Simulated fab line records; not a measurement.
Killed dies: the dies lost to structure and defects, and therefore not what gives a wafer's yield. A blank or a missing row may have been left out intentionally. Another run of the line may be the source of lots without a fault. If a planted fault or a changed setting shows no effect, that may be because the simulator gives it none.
Which of the tools did it? + flow sky130 + 13 lots, 39 wafers sampled, at 5 steps of a route of 708

== WHAT EACH GAUGE READ, for each wafer ==
SKY_VT_ADJUST_HVTP_TW_MEAS_11.
| lot  | measured     | on            | VT_ADJUST_HVTP_TW |
|------|--------------|---------------|-------------------|
| L480 | day 6 02:34  | film_metro-03 | 1361 1369 1362    |
| L483 | day 6 17:20  | film_metro-03 | 1365 1361 1363    |
| L484 | day 7 04:59  | film_metro-02 | 1373 1362 1366    |
| L485 | day 7 15:52  | film_metro-02 | 1360 1364 1367    |
| L487 | day 8 05:08  | film_metro-03 | 1360 1365 1363    |
| L488 | day 8 10:52  | film_metro-01 | 1365 1356 1355    |
| L489 | day 8 13:38  | film_metro-01 | 30 30 30          |
| L490 | day 8 19:52  | film_metro-01 | 1355 1355 1361    |
| L499 | day 11 01:17 | film_metro-03 | 1380 1372 1377    |
| L500 | day 11 10:06 | film_metro-03 | 1376 1377 1370    |
| L501 | day 11 12:07 | film_metro-03 | 1382 1382 1385    |
| L502 | day 11 19:25 | film_metro-03 | 1392 1373 1380    |
| L503 | day 12 03:13 | film_metro-01 | 1350 1348 1351    |

SKY_VT_ADJUST_HVTR_TW_MEAS_11.
| lot  | measured     | on            | VT_ADJUST_HVTR_TW |
|------|--------------|---------------|-------------------|
| L480 | day 9 11:56  | film_metro-03 | 211.5 214.1 212.7 |
| L483 | day 10 05:15 | film_metro-02 | 211.7 212.8 212.7 |
| L484 | day 10 17:16 | film_metro-03 | 214.6 214.3 215.2 |
| L485 | day 11 07:46 | film_metro-02 | 213.3 212.8 213.0 |
| L487 | day 11 23:11 | film_metro-03 | 213.5 214.1 213.7 |
| L488 | day 12 05:04 | film_metro-02 | 211.5 212.9 213.0 |
| L489 | day 12 08:00 | film_metro-03 | 215.0 214.2 214.3 |
| L490 | day 12 16:43 | film_metro-02 | 213.3 212.6 213.1 |
| L499 | day 15 07:01 | film_metro-03 | 215.7 215.0 215.0 |
| L500 | day 15 19:44 | film_metro-03 | 215.2 214.6 214.4 |
| L501 | day 15 20:01 | film_metro-04 | 212.0 211.7 212.4 |
| L502 | day 16 04:02 | film_metro-04 | 211.4 211.4 211.2 |
| L503 | day 16 14:28 | film_metro-02 | 214.2 212.5 211.8 |

== WHICH TOOL RAN EACH LOT (tool, then ch and the chambers of the sampled wafers, then the start) ==
| lot  | SKY_NWELL_STRIP_14                   | SKY_NWELL_STRIP_25                   | SKY_VT_ADJUST_HVTP_STRIP_10          |
|------|--------------------------------------|--------------------------------------|--------------------------------------|
| L480 | plasma_asher-01 ch 0,1, day 4 13:55  | plasma_asher-04 ch 0,1, day 5 07:49  | plasma_asher-01 ch 0,1, day 6 02:28  |
| L483 | plasma_asher-04 ch 0,1, day 5 04:23  | plasma_asher-04 ch 0,1, day 5 22:29  | plasma_asher-03 ch 0,1, day 6 17:14  |
| L484 | plasma_asher-01 ch 0,1, day 5 14:05  | plasma_asher-01 ch 0,1, day 6 08:41  | plasma_asher-01 ch 0,1, day 7 04:53  |
| L485 | plasma_asher-01 ch 0,1, day 6 00:28  | plasma_asher-02 ch 0, day 6 18:50    | plasma_asher-03 ch 0, day 7 15:46    |
| L487 | plasma_asher-04 ch 1, day 6 12:08    | plasma_asher-02 ch 0,1, day 7 08:06  | plasma_asher-01 ch 0,1, day 8 05:02  |
| L488 | plasma_asher-04 ch 0,1, day 6 18:26  | plasma_asher-02 ch 0,1, day 7 14:52  | plasma_asher-02 ch 0,1, day 8 10:46  |
| L489 | plasma_asher-01 ch 0,1, day 6 20:35  | plasma_asher-02 ch 0,1, day 7 16:32  | plasma_asher-03 ch 0,1, day 8 13:33  |
| L490 | plasma_asher-02 ch 0,1, day 7 02:19  | plasma_asher-04 ch 0,1, day 7 22:56  | plasma_asher-02 ch 0,1, day 8 19:46  |
| L499 | plasma_asher-04 ch 0,1, day 9 04:28  | plasma_asher-04 ch 1, day 10 02:21   | plasma_asher-03 ch 0,1, day 11 01:11 |
| L500 | plasma_asher-02 ch 0,1, day 9 10:44  | plasma_asher-02 ch 0,1, day 10 09:26 | plasma_asher-03 ch 0,1, day 11 10:01 |
| L501 | plasma_asher-01 ch 0,1, day 9 15:14  | plasma_asher-01 ch 1, day 10 11:35   | plasma_asher-01 ch 0,1, day 11 12:01 |
| L502 | plasma_asher-02 ch 0,1, day 9 20:48  | plasma_asher-04 ch 0,1, day 10 19:15 | plasma_asher-02 ch 0,1, day 11 19:19 |
| L503 | plasma_asher-01 ch 0,1, day 10 03:42 | plasma_asher-02 ch 0, day 11 02:23   | plasma_asher-01 ch 0,1, day 12 03:07 |
- SKY_NWELL_STRIP_14: strips in O2/N2.
- SKY_NWELL_STRIP_25: strips in O2/N2.
- SKY_VT_ADJUST_HVTP_STRIP_10: strips in O2/N2.

== AS READ BY THE TOOLS THEMSELVES (means over the sampled wafers that have a number; for cases with no such wafer, the mark the record gives instead) ==
SKY_NWELL_STRIP_14.
| lot  | tool            | drypump_motor_current_A (A) | oes_product_au (a.u.) | strip_time_to_endpoint_s (s) |
|------|-----------------|-----------------------------|-----------------------|------------------------------|
| L480 | plasma_asher-01 | 5.29                        | 0.722                 | 36.79                        |
| L483 | plasma_asher-04 | 5.72                        | 0.724                 | 36.80                        |
| L484 | plasma_asher-01 | 5.36                        | 0.720                 | 36.84                        |
| L485 | plasma_asher-01 | 5.28                        | 0.725                 | 36.93                        |
| L487 | plasma_asher-04 | 5.83                        | 0.724                 | 36.94                        |
| L488 | plasma_asher-04 | 5.72                        | 0.719                 | 36.95                        |
| L489 | plasma_asher-01 | 5.28                        | 0.724                 | 36.94                        |
| L490 | plasma_asher-02 | 5.13                        | 0.720                 | 36.85                        |
| L499 | plasma_asher-04 | 5.78                        | 0.718                 | 36.91                        |
| L500 | plasma_asher-02 | 5.36                        | 0.722                 | 37.01                        |
| L501 | plasma_asher-01 | 5.27                        | 0.725                 | 36.85                        |
| L502 | plasma_asher-02 | 5.15                        | 0.723                 | 36.78                        |
| L503 | plasma_asher-01 | 5.30                        | 0.723                 | 36.84                        |

SKY_NWELL_STRIP_25.
| lot  | tool            | drypump_motor_current_A (A) | oes_product_au (a.u.) | strip_time_to_endpoint_s (s) |
|------|-----------------|-----------------------------|-----------------------|------------------------------|
| L480 | plasma_asher-04 | 5.7                         | 0.721                 | 36.87                        |
| L483 | plasma_asher-04 | 5.7                         | 0.721                 | 36.85                        |
| L484 | plasma_asher-01 | 5.4                         | 0.720                 | 36.85                        |
| L485 | plasma_asher-02 | 4.9                         | 0.723                 | 36.69                        |
| L487 | plasma_asher-02 | 5.1                         | 0.722                 | 36.93                        |
| L488 | plasma_asher-02 | 5.4                         | 0.725                 | 36.88                        |
| L489 | plasma_asher-02 | 5.4                         | 0.914                 | -                            |
| L490 | plasma_asher-04 | 5.7                         | 0.721                 | 36.95                        |
| L499 | plasma_asher-04 | 5.8                         | 0.724                 | 36.92                        |
| L500 | plasma_asher-02 | 5.4                         | 0.725                 | 36.88                        |
| L501 | plasma_asher-01 | 5.4                         | 0.723                 | 36.86                        |
| L502 | plasma_asher-04 | 5.8                         | 0.726                 | 36.94                        |
| L503 | plasma_asher-02 | 4.9                         | 0.720                 | 36.86                        |

SKY_VT_ADJUST_HVTP_STRIP_10.
| lot  | tool            | drypump_motor_current_A (A) | oes_product_au (a.u.) | strip_time_to_endpoint_s (s) |
|------|-----------------|-----------------------------|-----------------------|------------------------------|
| L480 | plasma_asher-01 | 5.3                         | 0.718                 | 14.24                        |
| L483 | plasma_asher-03 | 5.7                         | 0.715                 | 14.20                        |
| L484 | plasma_asher-01 | 5.3                         | 0.715                 | 14.10                        |
| L485 | plasma_asher-03 | 6.4                         | 0.715                 | 14.17                        |
| L487 | plasma_asher-01 | 5.3                         | 0.718                 | 14.09                        |
| L488 | plasma_asher-02 | 5.1                         | 0.713                 | 14.19                        |
| L489 | plasma_asher-03 | 6.1                         | 0.729                 | 43.30                        |
| L490 | plasma_asher-02 | 5.1                         | 0.721                 | 14.23                        |
| L499 | plasma_asher-03 | 6.1                         | 0.717                 | 14.19                        |
| L500 | plasma_asher-03 | 6.1                         | 0.718                 | 14.21                        |
| L501 | plasma_asher-01 | 5.3                         | 0.719                 | 14.25                        |
| L502 | plasma_asher-02 | 5.4                         | 0.715                 | 14.21                        |
| L503 | plasma_asher-01 | 5.4                         | 0.720                 | 14.23                        |

== THE ANSWER, worked out from the rows above alone ==
Rule: the usual values come from the lots themselves. The widest of any qualifying gaps counts: lots, ordered by their means at a reading, are off when they make up no more than a third of the lots, leave a main group of 4 or more, and stand apart from it by 3 or more times the standard deviation of that group's means. A main group is skipped when, at the precision printed for the reading in the tables above, its means are all equal. Also off: a lot with no number at a reading for which 4 or more lots have one. Where the step has rows for the other lots, those lots are counted as sound. First the gauges in route order, then the tools' own readings, where a lot's mean is used as printed above. At the first step where some lot is off, the reading lying furthest off is the one used; lots without a number count as furthest.
Off: L489, seen at SKY_VT_ADJUST_HVTP_TW_MEAS_11 (VT_ADJUST_HVTP_TW). For the main group the mean is 1367 and the standard deviation 9.7.
If a tool, at a process step before that reading, ran all the lots that are off and no sound lot after the first of them, it fits. Not tried: the gauges at SKY_VT_ADJUST_HVTP_TW_MEAS_11; whatever is off there is also off at SKY_NWELL_STRIP_25, on other tools, and gauge error can't account for it. Not one of the candidates tried fits.

== WHAT WAS PUT IN BY THE SIMULATOR ==
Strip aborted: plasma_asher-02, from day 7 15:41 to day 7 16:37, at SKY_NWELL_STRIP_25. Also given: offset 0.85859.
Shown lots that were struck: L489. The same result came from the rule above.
